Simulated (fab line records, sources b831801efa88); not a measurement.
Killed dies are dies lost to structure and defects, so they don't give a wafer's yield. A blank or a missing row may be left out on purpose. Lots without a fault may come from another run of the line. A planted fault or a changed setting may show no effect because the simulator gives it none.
Which tool did it? | flow gf180mcu | 11 lots, 33 wafers sampled, at 4 steps of a route of 602

WHAT THE GAUGES READ, wafer by wafer
GF_STI_THK_MEAS_04. Usual: STI_CVD_03_THK 207.8 nm, standard deviation 2.1.
lot  | measured    | on            | STI_CVD_03_THK (nm) | flag
L273 | day 1 14:34 | film_metro-02 | 204.6 206.2 205.1   |
L275 | day 2 01:25 | film_metro-02 | 207.6 209.7 209.1   |
L278 | day 2 16:19 | film_metro-03 | 208.0 206.2 205.1   |
L280 | day 3 00:35 | film_metro-03 | 209.6 209.3 209.8   |
L281 | day 3 05:37 | film_metro-03 | 207.0 209.8 208.5   |
L282 | day 3 10:34 | film_metro-03 | 205.4 206.3 205.6   |
L289 | day 4 22:22 | film_metro-01 | 241.2 239.2 239.6   | OFF
L291 | day 5 08:34 | film_metro-03 | 239.1 238.0 240.0   | OFF
L294 | day 5 22:59 | film_metro-01 | 207.8 207.3 208.2   |
L295 | day 6 03:34 | film_metro-02 | 211.1 210.9 209.4   |
L296 | day 6 08:34 | film_metro-01 | 207.6 206.0 205.0   |

GF_V1_CD_MEAS_14: target cd 260 nm. Usual: cd_nm 260.1 nm, standard deviation 1.2.
lot  | measured     | on        | cd_nm (nm)        | flag
L273 | day 18 05:32 | cd_sem-01 | 258.9 259.1 258.6 |
L275 | day 18 20:28 | cd_sem-02 | 261.3 260.7 259.6 |
L278 | day 20 14:34 | cd_sem-01 | 259.7 260.3 260.3 |
L280 | day 20 22:50 | cd_sem-01 | 261.5 261.7 261.6 |
L281 | day 21 06:14 | cd_sem-02 | 260.7 261.1 261.0 |
L282 | day 21 20:20 | cd_sem-02 | 261.8 261.5 259.9 |
L289 | day 24 12:34 | cd_sem-01 | 258.8 258.1 258.6 |
L291 | day 24 22:39 | cd_sem-02 | 261.9 261.3 261.5 |
L294 | day 25 17:19 | cd_sem-01 | 259.9 259.2 259.0 |
L295 | day 26 03:08 | cd_sem-02 | 260.9 262.8 261.6 |
L296 | day 26 07:22 | cd_sem-02 | 258.4 258.3 260.5 |

WHICH TOOL RAN EACH LOT (tool, then ch and the chambers of the sampled wafers, then the start)
lot  | GF_STI_CVD_03              | GF_STI_ETCH_13
L273 | lpcvd-01 ch 1, day 1 11:34 | rie_diel-03 ch 0,1, day 2 02:24
L275 | lpcvd-01 ch 1, day 1 22:26 | rie_diel-03 ch 1,2,3, day 2 13:30
L278 | lpcvd-02 ch 1, day 2 14:19 | rie_diel-04 ch 2,3, day 3 04:59
L280 | lpcvd-02 ch 0, day 2 22:34 | rie_diel-04 ch 1,2,3, day 3 14:14
L281 | lpcvd-01 ch 1, day 3 03:37 | rie_diel-04 ch 1,2,3, day 3 18:26
L282 | lpcvd-01 ch 0, day 3 08:34 | rie_diel-01 ch 0,1, day 3 23:17
L289 | lpcvd-01 ch 0, day 4 20:21 | rie_diel-03 ch 0,2,3, day 5 11:38
L291 | lpcvd-01 ch 1, day 5 05:34 | rie_diel-04 ch 0,1, day 5 22:29
L294 | lpcvd-02 ch 0, day 5 21:00 | rie_diel-01 ch 0,3, day 6 14:08
L295 | lpcvd-02 ch 0, day 6 01:34 | rie_diel-04 ch 0,1,3, day 6 18:23
L296 | lpcvd-02 ch 1, day 6 06:34 | rie_diel-03 ch 1,2,3, day 7 00:10
- GF_STI_CVD_03: deposits Si3N4 from DCS/NH3, target thk 207.16 nm, time 3551 s.
- GF_STI_ETCH_13: etches the open film in CHF3/O2, stops on Si, target depth 282.31 nm, time 112.9 s.

WHAT THE TOOLS THEMSELVES READ (means of the sampled wafers that have a number; where no wafer has one, the mark that the record gives instead)
GF_STI_CVD_03. Usual: spike_tc_bottom_C 790.3 C, standard deviation 1.4; spike_tc_centre_C 771.5 C, standard deviation 1.2; spike_tc_lower_C 770.6 C, standard deviation 1.4; spike_tc_top_C 783 C, standard deviation 3.1; spike_tc_upper_C 770.3 C, standard deviation 1.2; susceptor_temp_C 769.98 C, standard deviation 0.3; zone_power_top_pct 24.8 %, standard deviation 1.9.
lot  | tool     | spike_tc_bottom_C (C) | spike_tc_centre_C (C) | spike_tc_lower_C (C) | spike_tc_top_C (C) | spike_tc_upper_C (C) | susceptor_temp_C (C) | zone_power_top_pct (%) | flag
L273 | lpcvd-01 | 790.0                 | 772.4                 | 770.6                | 783                | 772.2                | 769.90               | 24.7                   |
L275 | lpcvd-01 | 789.3                 | 771.0                 | 770.5                | 783                | 771.2                | 770.04               | 24.9                   |
L278 | lpcvd-02 | 791.7                 | 771.2                 | 769.5                | 776                | 770.5                | 769.88               | 25.4                   |
L280 | lpcvd-02 | 790.6                 | 771.2                 | 771.5                | 785                | 768.9                | 770.36               | 22.8                   |
L281 | lpcvd-01 | 790.3                 | 771.2                 | 771.0                | 783                | 770.7                | 770.05               | 24.6                   |
L282 | lpcvd-01 | 793.3                 | 770.4                 | 772.0                | 784                | 771.0                | 770.21               | 29.2                   |
L289 | lpcvd-01 | 799.1                 | 778.7                 | 779.5                | 792                | 778.1                | 777.72               | 29.7                   | OFF
L291 | lpcvd-01 | 796.6                 | 779.4                 | 778.1                | 789                | 777.8                | 777.55               | 25.3                   | OFF
L294 | lpcvd-02 | 788.5                 | 771.2                 | 770.2                | 785                | 769.8                | 769.98               | 22.8                   |
L295 | lpcvd-02 | 790.2                 | 771.6                 | 770.7                | 784                | 769.3                | 769.76               | 22.9                   |
L296 | lpcvd-02 | 791.2                 | 771.4                 | 768.3                | 774                | 768.9                | 769.49               | 25.2                   |

GF_STI_ETCH_13. Usual: drypump_motor_current_A 5.9 A, standard deviation 0.41; oes_product_au 0.834 a.u., standard deviation 0.0065; throttle_valve_pct 8.812 %, standard deviation 0.0089.
lot  | tool        | drypump_motor_current_A (A) | oes_product_au (a.u.) | throttle_valve_pct (%) | flag
L273 | rie_diel-03 | 6.2                         | 0.830                 | 8.806                  |
L275 | rie_diel-03 | 5.7                         | 0.840                 | 8.814                  |
L278 | rie_diel-04 | 5.8                         | 0.830                 | 8.806                  |
L280 | rie_diel-04 | 5.8                         | 0.843                 | 8.814                  |
L281 | rie_diel-04 | 5.9                         | 0.838                 | 8.815                  |
L282 | rie_diel-01 | 6.3                         | 0.831                 | 8.810                  |
L289 | rie_diel-03 | 5.5                         | 0.907                 | 8.831                  | OFF
L291 | rie_diel-04 | 5.9                         | 0.902                 | 8.828                  | OFF
L294 | rie_diel-01 | 5.7                         | 0.833                 | 8.813                  |
L295 | rie_diel-04 | 5.8                         | 0.844                 | 8.820                  |
L296 | rie_diel-03 | 5.7                         | 0.830                 | 8.814                  |

THE ANSWER, worked out from the rows above alone
Rule: a lot is off if the mean of its wafers that have a number lies more than 3 standard deviations from the usual mean. A lot without any number at a reading at which 4 lots or more have one is off too. The other lots that the step has rows for count as sound. The gauges are gone through in route order, then the tools' own readings, and for those a lot's mean is taken as printed above. The first step at which some lot is off is used, and at that step the reading that is off furthest; a lot without a number counts as furthest.
Off: L289, L291, at GF_STI_THK_MEAS_04 (STI_CVD_03_THK).
A tool fits if, at a process step before that reading, it ran every lot that is off, and no sound lot after the first of them. The gauges at GF_STI_THK_MEAS_04 aren't tried: what is off there is off at GF_STI_CVD_03 too, on other tools, and a gauge's error can't cause that. One fits: lpcvd-01 at GF_STI_CVD_03. Its last sound lot is L282 (day 3 08:34), its first lot that is off L289 (day 4 20:21): a fault that began between those two fits.
The tool's own readings at GF_STI_CVD_03 bear it out: on the lots that are off they differ by more than 5 times the standard deviation of the sound lots' means. spike_tc_bottom_C reads 797.9 C there against 790.6 C on the sound lots; spike_tc_centre_C reads 779.0 C there against 771.3 C on the sound lots; spike_tc_lower_C reads 778.8 C there against 770.5 C on the sound lots; spike_tc_upper_C reads 778.0 C there against 770.3 C on the sound lots; susceptor_temp_C reads 777.63 C there against 769.96 C on the sound lots.

WHAT THE SIMULATOR HAD PUT IN
Process parameter drift: lpcvd-01, from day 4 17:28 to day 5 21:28, at GF_STI_CVD_03. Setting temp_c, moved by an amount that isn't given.
Lots struck among those shown: L289, L291. The rule above found the same.
